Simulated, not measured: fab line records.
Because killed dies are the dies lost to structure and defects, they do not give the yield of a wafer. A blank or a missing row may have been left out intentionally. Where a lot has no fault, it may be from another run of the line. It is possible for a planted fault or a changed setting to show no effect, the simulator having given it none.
The same fault as seen by 2 desks :: flow sky130 :: every desk sees just its own numbers, and what lay behind them comes last

AT THE TOOL OWNER'S DESK: pecvd-03
The tool's own readings at SKY_PASSIVATION_CVD_02 (deposits Si3N4, target thk 540 nm): means of the sampled wafers that have a number, for each lot that ran on this tool. The brackets show how far a lot's mean lies from the usual mean; more than 4 standard deviations puts the lot out of limits, marked OUT.
Columns: A = heater-power-w at SKY_PASSIVATION_CVD_02, usual 707 W; B = rf-fwd-power-W at SKY_PASSIVATION_CVD_02, usual 449.0 W
lot: L219
first seen here: day 45 11:46
A: 689
B: 449.7

lot: L223
first seen here: day 46 05:04
A: 690
B: 448.7

lot: L224
first seen here: day 46 10:44
A: 729
B: 449.3

lot: L230
first seen here: day 48 07:11
A: 704
B: 449.7
Finding of this desk: none of the 4 lots has anything out of limits.

METROLOGY DESK
What the gauges read for every lot (on any tool): the sampled wafers with a number, averaged. The brackets show how far a lot's mean lies from the usual mean; more than 4 standard deviations puts the lot out of limits, marked OUT.
Columns: A = PASSIVATION_CVD_02_THK at SKY_PASSIVATION_THK_MEAS_03, usual 539 nm
lot: L219
first seen here: day 45 11:55
A: 543

lot: L220
first seen here: day 45 15:52
A: 534

lot: L222
first seen here: day 46 02:17
A: 536

lot: L223
first seen here: day 46 05:17
A: 543

lot: L224
first seen here: day 46 10:58
A: 534

lot: L229
first seen here: day 47 18:32
A: 538

lot: L230
first seen here: day 48 07:26
A: 567 (+4.1) OUT

lot: L236
first seen here: day 48 21:47
A: 532

lot: L237
first seen here: day 49 10:56
A: 535

lot: L238
first seen here: day 49 14:16
A: 539
This desk's result: L230 out of limits, first on L230 (PASSIVATION_CVD_02_THK at SKY_PASSIVATION_THK_MEAS_03), day 48 07:26. In limits: L219, L220, L222, L223, L224, L229, L236, L237, L238.

PUT TOGETHER
L230 would have let the metrology desk raise an alarm at day 48 07:26.
The tool owner's desk saw nothing out of limits.
The tool owner's desk has L230 on record, within its limits.
The lots listed all ran SKY_PASSIVATION_CVD_02 on pecvd-03.

WHAT WAS PUT IN BY THE SIMULATOR
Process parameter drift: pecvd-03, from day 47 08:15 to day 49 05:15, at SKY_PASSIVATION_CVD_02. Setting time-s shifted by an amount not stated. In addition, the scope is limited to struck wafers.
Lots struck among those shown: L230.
Time in hours between the start of the fault and the first out-of-limits reading at each desk: metrology desk, 23.
